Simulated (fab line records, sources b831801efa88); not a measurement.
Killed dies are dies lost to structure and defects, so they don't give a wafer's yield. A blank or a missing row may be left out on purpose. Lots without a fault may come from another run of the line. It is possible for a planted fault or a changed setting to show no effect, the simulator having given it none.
A struck lot beside a sound one | flow sky130 | 14 steps out of a route of 708
Sound: the wafers L776.1, L776.5, L776.6. The struck wafers were L784.2, L784.5, L784.6. The cause is given at the end.
For every step that has rows: the tool of each side, followed by ch and its chambers, followed by its first start. Under that, the readings that differ: sound wafers | struck wafers | difference of the means | sigmas: that difference in standard deviations of wafers without a fault.
alike: a reading whose means differ by less than 2 such deviations, as well as words and numbers matching on both sides. not compared: withheld readings; readings where some wafer has no value; bounds like >300 that might hide an equal value; numbers whose values overlap and for which the record gives no deviation.
Wherever a step has rows on one side only, a row that says differs or no value, or a row with sigmas, the two part there. Numbers that don't overlap but have no deviation are shown without sigmas and don't part them. A reading missing from all wafers of one side parts the sides only when that side holds two or more wafers.

first, 5 steps without rows for these wafers: SKY_SONOS_ONO_COAT_08 (resist thk 1140 nm); SKY_SONOS_ONO_SOFTBAKE_09 (time 60 s); SKY_SONOS_ONO_EXPOSE_10 (exposes mask ONOM, target cd 410 nm); SKY_SONOS_ONO_PEB_11; SKY_SONOS_ONO_DEVELOP_12 (develop time 60 s).
SKY_SONOS_ONO_CD_MEAS_13 targets a cd of 410 nm.
  sound on cd sem-02, day 13 12:08; struck on cd sem-02, day 16 05:34
  alike: cd nm
SKY_SONOS_ONO_OVL_MEAS_14:
  sound on overlay-02, day 13 12:15; struck on overlay-01, day 16 05:40
  alike: SONOS_ONO_OVL
SKY_SONOS_ONO_ETCH_15: etches the open film in CHF3/O2, target depth 19.52 nm, time 7.8 s.
  sound on rie diel-03 ch 0,1,2, day 13 12:17; struck on rie diel-03 ch 2,3, day 16 05:41
  alike: O2_flow_sccm, drypump motor current A, oes product au, throttle valve pct
  not compared: rf hours counter h
then, 1 step without rows for these wafers: SKY_SONOS_ONO_WET_ETCH_16 (etches SiO2 in dHF, target depth 14 nm, time 280 s).
SKY_SONOS_ONO_STRIP_17: strips in O2/N2.
  sound on plasma asher-01 ch 0,1, day 13 12:25; struck on plasma asher-01 ch 0,1, day 16 05:49
  alike: drypump motor current A, n2 flow sccm, oes product au, strip time to endpoint s
  not compared: rf hours counter h
then, 2 steps without rows for these wafers: SKY_SONOS_ONO_WET_ETCH_18 (etches Si3N4 in H3PO4, target depth 15 nm, time 172 s); SKY_GATE_OXIDE_CLEAN_00 (cleans in SC1/SC2, time 150 s).
SKY_GATE_OXIDE_OXIDATION_01: stabilise 600 s, purge 300 s, target thk 10.268 nm.
  struck on furnace-02, day 16 06:38; sound on furnace-01 ch 0, day 13 13:38
  no value came back on the struck wafers for ox temp c (C), ox temp c max, spike tc top C (C); on the sound wafers ox temp c (C) reads 899.6 899.4 899.1
then, 1 step without rows for these wafers: SKY_GATE_OXIDE_DEHYDRATE_03 (time 60 s).

== WHERE THEY PART ==
Only at SKY_GATE_OXIDE_OXIDATION_01, within this record.

WHY: the cause the simulator had injected
Whole step skipped at SKY_GATE_OXIDE_OXIDATION_01 on furnace-02, starting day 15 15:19. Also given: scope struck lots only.
